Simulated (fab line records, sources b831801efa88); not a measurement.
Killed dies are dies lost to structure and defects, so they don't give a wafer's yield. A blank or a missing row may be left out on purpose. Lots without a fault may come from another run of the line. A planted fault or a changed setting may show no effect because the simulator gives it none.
Chamber matching | flow sky130 | SKY_PASSIVATION_CVD_02 on pecvd-04: 3 sister chambers
The step deposits Si3N4, target thk 540 nm. 3 wafers are shown with their chamber, then 9 later ones without.

WAFERS WITH THEIR CHAMBER
wafer  | chamber | heater_power_outer_w (W)
L080.4 | 1       | 381
L087.3 | 2       | 302
L087.5 | 0       | 486

WAFERS WITHOUT THEIR CHAMBER
wafer  | heater_power_outer_w (W)
L096.2 | 502
L096.4 | 419
L096.5 | 524
L095.3 | 390
L095.4 | 499
L095.5 | 338
L097.1 | 380
L097.3 | 423
L097.6 | 419

WHICH CHAMBER EACH WENT THROUGH
wafer  | from the rows above     | in truth
L096.2 | 0                       | 0
L096.4 | can't be placed: 1 or 0 | 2
L096.5 | 0                       | 0
L095.3 | 1                       | 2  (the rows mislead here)
L095.4 | 0                       | 0
L095.5 | can't be placed: 2 or 1 | 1
L097.1 | 1                       | 1
L097.3 | can't be placed: 1 or 0 | 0
L097.6 | can't be placed: 1 or 0 | 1
Placed correctly: 4 of 9. Can't be placed from these rows: 4 (the true chamber is among the candidates in 3). Placed wrongly: 1.
How it was worked out, from the rows above alone: a wafer's distance from a chamber is the root of the sum, over the readings, of the square of ((its reading less the chamber's mean) divided by the reading's scatter). The wafer belongs to the nearest chamber; if the next one is less than 2 further off, it can't be placed. A chamber's mean is the mean of its shown wafers. The scatter: with one shown wafer a chamber, the root of the mean of the squares of how far each hidden wafer lies from its nearest shown one.
